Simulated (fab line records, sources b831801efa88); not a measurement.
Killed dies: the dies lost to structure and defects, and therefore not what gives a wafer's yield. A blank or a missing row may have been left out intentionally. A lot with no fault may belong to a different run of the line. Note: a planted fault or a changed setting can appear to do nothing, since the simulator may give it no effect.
Split-lot experiment :: flow sky130 :: route with 708 steps; 5 lots, 21 wafers read

== THE SPLIT ITSELF ==
At SKY_METAL1_COAT_10 (resist thk 450 nm), the setting resist-thk-nm was moved away from the recipe's 450 nm on 5 of the 21 wafers read, by -5.0% to +5.4%. The other wafers ran this setting at the recipe's value.

== FROM THE SPLIT TO THE READING: what the file shows between them, 4 steps ==
- SKY_METAL1_SOFTBAKE_11: time 90 s
- SKY_METAL1_EXPOSE_12: exposes mask MM1, target cd 140 nm
- SKY_METAL1_DESCUM_17: chemistry O2, time 8 s
- SKY_METAL1_ETCH_18: etches BARC in N2/H2, stops on SiO2, time 45.9 s, target depth 60 nm

== THE READING ==
KrF-thick_of_METAL1_COAT_10.thk-nm (the simulator's own value, which no gauge read), in nm, at SKY_METAL1_METAL_ETCH_19 (etches the open film in Cl2/BCl3, stops on SiO2, target depth 360 nm, time 78 s). There is no usual value for it anywhere in the file. The 16 wafers here that ran the recipe average 159.0 nm, standard deviation 3.8 nm.

wafer: L078.2
tool, chamber at the split: litho-track-03, 0
resist-thk-nm as run, nm: 450
against the recipe: recipe
KrF-thick_of_METAL1_COAT_10.thk-nm, nm: 155.6
against lot-mates on the recipe: -

wafer: L078.4
tool, chamber at the split: litho-track-03, 0
resist-thk-nm as run, nm: 450
against the recipe: recipe
KrF-thick_of_METAL1_COAT_10.thk-nm, nm: 161.3
against lot-mates on the recipe: -

wafer: L078.6
tool, chamber at the split: litho-track-03, 0
resist-thk-nm as run, nm: 450
against the recipe: recipe
KrF-thick_of_METAL1_COAT_10.thk-nm, nm: 160.8
against lot-mates on the recipe: -

wafer: L079.1
tool, chamber at the split: litho-track-03, 0
resist-thk-nm as run, nm: 450
against the recipe: recipe
KrF-thick_of_METAL1_COAT_10.thk-nm, nm: 164.6
against lot-mates on the recipe: -

wafer: L079.2
tool, chamber at the split: litho-track-03, 0
resist-thk-nm as run, nm: 450
against the recipe: recipe
KrF-thick_of_METAL1_COAT_10.thk-nm, nm: 154.9
against lot-mates on the recipe: -

wafer: L079.3
tool, chamber at the split: litho-track-03, 0
resist-thk-nm as run, nm: 450
against the recipe: recipe
KrF-thick_of_METAL1_COAT_10.thk-nm, nm: 154.3
against lot-mates on the recipe: -

wafer: L079.5
tool, chamber at the split: litho-track-03, 0
resist-thk-nm as run, nm: 450
against the recipe: recipe
KrF-thick_of_METAL1_COAT_10.thk-nm, nm: 154.3
against lot-mates on the recipe: -

wafer: L079.6
tool, chamber at the split: litho-track-03, 0
resist-thk-nm as run, nm: 450
against the recipe: recipe
KrF-thick_of_METAL1_COAT_10.thk-nm, nm: 163.2
against lot-mates on the recipe: -

wafer: L081.1
tool, chamber at the split: litho-track-03, 0
resist-thk-nm as run, nm: 450
against the recipe: recipe
KrF-thick_of_METAL1_COAT_10.thk-nm, nm: 153.5
against lot-mates on the recipe: -

wafer: L081.2
tool, chamber at the split: litho-track-03, 0
resist-thk-nm as run, nm: 450
against the recipe: recipe
KrF-thick_of_METAL1_COAT_10.thk-nm, nm: 156.7
against lot-mates on the recipe: -

wafer: L081.3
tool, chamber at the split: litho-track-03, 0
resist-thk-nm as run, nm: 450
against the recipe: recipe
KrF-thick_of_METAL1_COAT_10.thk-nm, nm: 156.2
against lot-mates on the recipe: -

wafer: L082.1
tool, chamber at the split: litho-track-04, 0
resist-thk-nm as run, nm: 450
against the recipe: recipe
KrF-thick_of_METAL1_COAT_10.thk-nm, nm: 163
against lot-mates on the recipe: -

wafer: L082.3
tool, chamber at the split: litho-track-04, 0
resist-thk-nm as run, nm: 450
against the recipe: recipe
KrF-thick_of_METAL1_COAT_10.thk-nm, nm: 165.3
against lot-mates on the recipe: -

wafer: L082.4
tool, chamber at the split: litho-track-04, 0
resist-thk-nm as run, nm: 427.3
against the recipe: -5.0%
KrF-thick_of_METAL1_COAT_10.thk-nm, nm: 132
against lot-mates on the recipe: -32.2

wafer: L082.5
tool, chamber at the split: litho-track-04, 0
resist-thk-nm as run, nm: 427.3
against the recipe: -5.0%
KrF-thick_of_METAL1_COAT_10.thk-nm, nm: 143.8
against lot-mates on the recipe: -20.3

wafer: L082.6
tool, chamber at the split: litho-track-04, 0
resist-thk-nm as run, nm: 427.3
against the recipe: -5.0%
KrF-thick_of_METAL1_COAT_10.thk-nm, nm: 130.9
against lot-mates on the recipe: -33.2

wafer: L084.1
tool, chamber at the split: litho-track-02, 0
resist-thk-nm as run, nm: 450
against the recipe: recipe
KrF-thick_of_METAL1_COAT_10.thk-nm, nm: 159.5
against lot-mates on the recipe: -

wafer: L084.2
tool, chamber at the split: litho-track-02, 0
resist-thk-nm as run, nm: 450
against the recipe: recipe
KrF-thick_of_METAL1_COAT_10.thk-nm, nm: 159.5
against lot-mates on the recipe: -

wafer: L084.3
tool, chamber at the split: litho-track-02, 0
resist-thk-nm as run, nm: 474.5
against the recipe: +5.4%
KrF-thick_of_METAL1_COAT_10.thk-nm, nm: 182.4
against lot-mates on the recipe: +22.5

wafer: L084.5
tool, chamber at the split: litho-track-02, 0
resist-thk-nm as run, nm: 450
against the recipe: recipe
KrF-thick_of_METAL1_COAT_10.thk-nm, nm: 160.6
against lot-mates on the recipe: -

wafer: L084.6
tool, chamber at the split: litho-track-02, 0
resist-thk-nm as run, nm: 474.5
against the recipe: +5.4%
KrF-thick_of_METAL1_COAT_10.thk-nm, nm: 181
against lot-mates on the recipe: +21.1

FIT RESULTS
A straight line over all 21 wafers: KrF-thick_of_METAL1_COAT_10.thk-nm changes by +4.43 nm for each +1% of resist-thk-nm; r = +0.94; the points scatter about the line by 4.2 nm.
The same after taking each lot's own level away (the mean of its wafers on the recipe; 21 wafers): +4.91 nm for each +1%; r = +0.96; scatter 4 nm.
According to that fit, moving resist-thk-nm by its largest amount changes the reading by 27 nm.
Across the lots, their own levels run from 155.47 to 164.15 nm, a range of 2.3 times the standard deviation given above.
Hence the lot-to-lot level has little effect on the slope; both slopes agree.
Check: for one of the wafers moved furthest among these (+5.4%), held out of the fit, the line's prediction against its lot-mates is +27 nm. Against them it came out at +22.5 nm.

== THE WHOLE CHAIN: every reading that the file lists as answering this split, in the file's order ==
step: SKY_METAL1_COAT_10
what it does: resist thk 450 nm
reading: KrF-thick_of_METAL1_COAT_10.thk-nm (the simulator's own value, which no gauge read)
change (the file's fit): +4.49 nm for each +1% of the setting
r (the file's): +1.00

step: SKY_METAL1_ETCH_18
what it does: etches BARC in N2/H2, stops on SiO2, time 45.9 s, target depth 60 nm
reading: KrF-thick_of_METAL1_COAT_10.thk-nm (the simulator's own value, which no gauge read)
change (the file's fit): +4.63 nm for each +1% of the setting
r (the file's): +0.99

step: SKY_METAL1_METAL_ETCH_19
what it does: etches the open film in Cl2/BCl3, stops on SiO2, target depth 360 nm, time 78 s
reading: KrF-thick_of_METAL1_COAT_10.thk-nm (the simulator's own value, which no gauge read)
change (the file's fit): +4.78 nm for each +1% of the setting
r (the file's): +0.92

step: SKY_METAL1_STRIP_20
what it does: strips in O2/N2
reading: strip-time-to-endpoint-s
change (the file's fit): withheld for each +1% of the setting
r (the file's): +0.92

== FILE'S OWN FIT ==
KrF-thick_of_METAL1_COAT_10.thk-nm changes by +4.78 nm for each +1% of resist-thk-nm, r = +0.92.
